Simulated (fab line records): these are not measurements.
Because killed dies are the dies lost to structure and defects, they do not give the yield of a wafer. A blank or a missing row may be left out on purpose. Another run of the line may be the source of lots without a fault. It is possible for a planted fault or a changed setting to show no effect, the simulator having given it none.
A sampling plan put to the test -- flow gf180mcu -- one fab line, 6 faults that these records tell of, each judged on the records of the lots that it struck
What counts as the plan is the set of the line's own looks, namely the steps on the route at which a gauge or an inspection reads a wafer and does not change it. Where struck wafers have a number at a look and the file lists that look's usual mean and standard deviation on fault-free wafers, the look can be judged. Caught: the struck wafers' mean, at a look after the fault's first step, is 4 or more of those standard deviations (sigma) away from the usual mean. On the tool: the same test on the tool's own readings at the fault's steps. If the struck wafers alone have a blank record, or they carry another recipe, that too counts as caught.

## THE FAULTS, as the simulator had put them in
1. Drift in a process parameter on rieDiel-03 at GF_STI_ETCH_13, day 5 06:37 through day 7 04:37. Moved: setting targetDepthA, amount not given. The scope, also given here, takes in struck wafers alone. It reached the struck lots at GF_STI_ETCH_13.
2. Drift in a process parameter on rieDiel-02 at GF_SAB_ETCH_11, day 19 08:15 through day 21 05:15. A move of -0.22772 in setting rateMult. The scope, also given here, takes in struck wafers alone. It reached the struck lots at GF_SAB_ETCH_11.
3. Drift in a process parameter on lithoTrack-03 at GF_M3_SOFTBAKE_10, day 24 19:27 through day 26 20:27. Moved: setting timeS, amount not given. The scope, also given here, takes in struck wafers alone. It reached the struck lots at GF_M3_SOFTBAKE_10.
4. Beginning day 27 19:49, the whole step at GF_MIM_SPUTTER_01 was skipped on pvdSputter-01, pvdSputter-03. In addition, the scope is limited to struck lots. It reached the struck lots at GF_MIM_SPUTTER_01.
5. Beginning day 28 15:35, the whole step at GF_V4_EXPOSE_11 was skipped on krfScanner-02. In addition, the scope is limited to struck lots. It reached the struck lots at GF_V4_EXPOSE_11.
6. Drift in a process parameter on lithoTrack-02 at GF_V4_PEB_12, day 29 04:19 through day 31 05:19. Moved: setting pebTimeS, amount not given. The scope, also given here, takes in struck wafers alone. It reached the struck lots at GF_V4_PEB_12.

## WHAT THE PLAN SAW
fault,on the tool itself,first look that catches it,"reading, sigma",median hours from its first step to that look,hours from the fault's start to the first struck lot there,judged looks passed uncaught
1,only faintly: oesProductAu -2.9 sigma,not the one look that can be judged after it,-,-,-,1
2,oesProductAu -10 sigma,no look after it can be judged,-,-,-,0
3,runLengthS +99 or beyond sigma,no look after it can be judged,-,-,-,0
4,the tool's record is blank for the struck wafers,no look after it can be judged,-,-,-,0
5,no reading that can be judged,no look after it can be judged,-,-,-,0
6,heaterPowerTotalW +32 sigma,not the one look that can be judged after it,-,-,-,1
A dash: this means the fault isn't caught or the number doesn't appear in these records.

Caught at a look: 0 of 6. Caught on the tool: 4 of 6. By one or the other: 4 of 6.
On the tool alone, faults 2, 3, 4, 6 were caught.
Caught by neither: faults 1, 5.
